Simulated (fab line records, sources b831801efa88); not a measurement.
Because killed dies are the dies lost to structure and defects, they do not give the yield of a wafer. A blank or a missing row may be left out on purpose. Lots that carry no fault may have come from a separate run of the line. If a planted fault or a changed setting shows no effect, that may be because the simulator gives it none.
One fault seen from 2 desks | flow gf180mcu | numbers are kept per desk, each desk with only its own; the story behind them comes last

AT THE TOOL OWNER'S DESK: implanter-01
GF_NSD_IMPLANT_10, tool's own readings: per-lot mean of the sampled wafers with a number, covering each lot this tool ran. Any lot whose mean is over 4 standard deviations away from the usual mean is out of limits and marked OUT; that distance is given in the brackets.
Columns: A = dose-ions-cm2 at GF_NSD_IMPLANT_10, usual 5.001e+14; B = end-station-pressure-torr at GF_NSD_IMPLANT_10, usual 7.2e-06 Torr
lot  | first seen here | A         | B
L160 | day 13 14:16    | 5.001e+14 | 7.0e-06
L167 | day 15 20:21    | 4.994e+14 | 7.3e-06
L169 | day 16 14:07    | 5.001e+14 | 7.7e-06
L176 | day 20 00:25    | 4.996e+14 | 7.3e-06
L179 | day 20 11:51    | 4.996e+14 | 7.1e-06
Result from this desk: across the 5 lots, nothing is out of limits.

AT THE METROLOGY DESK
What the gauges read, lot by lot, whatever tool the lot ran on: means of the sampled wafers that have a number. Any lot whose mean is over 4 standard deviations away from the usual mean is out of limits and marked OUT; that distance is given in the brackets. Of its 12 readings 7 are shown: those that lie furthest out on some lot.
Columns: A = HV_LDD_CVD_56_THK at GF_HV_LDD_THK_MEAS_57, usual 90.1 nm; B = NSD_TW at GF_NSD_TW_MEAS_12, usual 4238; C = cd-nm at GF_PSD_CD_MEAS_07, usual 401.1 nm; D = PSD_TW at GF_PSD_TW_MEAS_11, usual 3164; E = NSD_RS at GF_PSD_RS_MEAS_14, usual 46.13 ohm/sq; F = cd-nm at GF_SAB_CD_MEAS_09, usual 419.2 nm; G = SAB_OVL at GF_SAB_OVL_MEAS_10, usual 1.1 nm
lot  | first seen here | A    | B    | C     | D    | E     | F     | G
L160 | day 12 19:46    | 90.1 | 4275 | 398.9 | 3155 | 46.13 | 417.8 | 0.0
L162 | day 13 07:14    | 89.5 | 4310 | 400.9 | 3139 | 46.17 | 421.0 | 1.5
L167 | day 14 22:54    | 90.6 | 4227 | 405.0 | 3162 | 46.25 | 422.8 | 1.8
L169 | day 15 16:42    | 90.1 | 4317 | 398.9 | 3214 | 46.38 | 416.4 | 2.5
L176 | day 19 00:02    | 90.2 | 4193 | 405.0 | 3133 | 46.12 | 423.8 | 0.8
L179 | day 19 10:55    | 91.2 | 4292 | 400.9 | 3144 | 46.08 | 418.5 | -0.8
Result from this desk: across the 6 lots, nothing is out of limits.

ALL TOGETHER
Nothing out of limits was seen by the tool owner's desk.
Nothing out of limits was seen by the metrology desk.

WHAT WAS PUT IN BY THE SIMULATOR
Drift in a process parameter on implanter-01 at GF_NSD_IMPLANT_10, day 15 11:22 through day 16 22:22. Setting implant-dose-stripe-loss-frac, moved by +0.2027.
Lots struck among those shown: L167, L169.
